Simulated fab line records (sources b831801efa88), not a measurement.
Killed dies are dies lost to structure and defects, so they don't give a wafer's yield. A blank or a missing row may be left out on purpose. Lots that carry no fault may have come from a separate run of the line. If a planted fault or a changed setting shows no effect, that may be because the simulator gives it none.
Chamber matching || flow sky130 || rieDiel-03 running SKY_METAL4_ETCH_17: 4 sister chambers
The step etches SiO2 in C4F8/O2/Ar, stops on TiN, time 3.9 s, target depth 15 nm. 8 wafers are shown with their chamber, then 7 later ones without.

== WAFERS PAIRED WITH THEIR CHAMBERS ==
{"wafer": "L475.3", "chamber": 2, "biasW (W)": 1202, "oesProductAu (a.u.)": 0.743}
{"wafer": "L481.4", "chamber": 2, "biasW (W)": 1201, "oesProductAu (a.u.)": 0.756}
{"wafer": "L481.6", "chamber": 3, "biasW (W)": 1195, "oesProductAu (a.u.)": 0.757}
{"wafer": "L480.1", "chamber": 3, "biasW (W)": 1196, "oesProductAu (a.u.)": 0.755}
{"wafer": "L480.2", "chamber": 0, "biasW (W)": 1198, "oesProductAu (a.u.)": 0.749}
{"wafer": "L480.5", "chamber": 1, "biasW (W)": 1199, "oesProductAu (a.u.)": 0.755}
{"wafer": "L482.1", "chamber": 1, "biasW (W)": 1195, "oesProductAu (a.u.)": 0.757}
{"wafer": "L482.4", "chamber": 0, "biasW (W)": 1201, "oesProductAu (a.u.)": 0.756}

== WAFERS WITHOUT THEIR CHAMBER ==
{"wafer": "L482.6", "biasW (W)": 1201, "oesProductAu (a.u.)": 0.755}
{"wafer": "L483.1", "biasW (W)": 1197, "oesProductAu (a.u.)": 0.750}
{"wafer": "L483.3", "biasW (W)": 1195, "oesProductAu (a.u.)": 0.744}
{"wafer": "L483.6", "biasW (W)": 1198, "oesProductAu (a.u.)": 0.749}
{"wafer": "L487.1", "biasW (W)": 1197, "oesProductAu (a.u.)": 0.753}
{"wafer": "L487.5", "biasW (W)": 1199, "oesProductAu (a.u.)": 0.751}
{"wafer": "L487.6", "biasW (W)": 1196, "oesProductAu (a.u.)": 0.769}

== EACH ONE'S CHAMBER ==
{"wafer": "L482.6", "from the rows above": "can't be placed: 0 or 2 or 1", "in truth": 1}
{"wafer": "L483.1", "from the rows above": "can't be placed: 1 or 3 or 0 or 2", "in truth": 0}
{"wafer": "L483.3", "from the rows above": "can't be placed: 3 or 1 or 0 or 2", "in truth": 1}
{"wafer": "L483.6", "from the rows above": "can't be placed: 0 or 1 or 3 or 2", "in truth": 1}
{"wafer": "L487.1", "from the rows above": "can't be placed: 1 or 3 or 0 or 2", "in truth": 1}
{"wafer": "L487.5", "from the rows above": "can't be placed: 0 or 2 or 1 or 3", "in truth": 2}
{"wafer": "L487.6", "from the rows above": "can't be placed: 3 or 1 or 0", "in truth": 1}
Correctly placed: 0 of 7. Unplaceable from these rows: 7, with the true chamber sitting among the candidates in 7. Placed wrongly: 0.
How it was worked out, from the rows above alone: a wafer's distance from a chamber is the root of the sum, over the readings, of the square of ((its reading less the chamber's mean) divided by the reading's scatter). The wafer belongs to the nearest chamber; if the next one is less than 2 further off, it can't be placed. For every chamber, the mean is computed from those of its wafers that are shown. How the scatter is found: for the shown wafers, subtract from each reading the mean of its chamber, square and add these, divide the total by (wafers less chambers), then take the root.
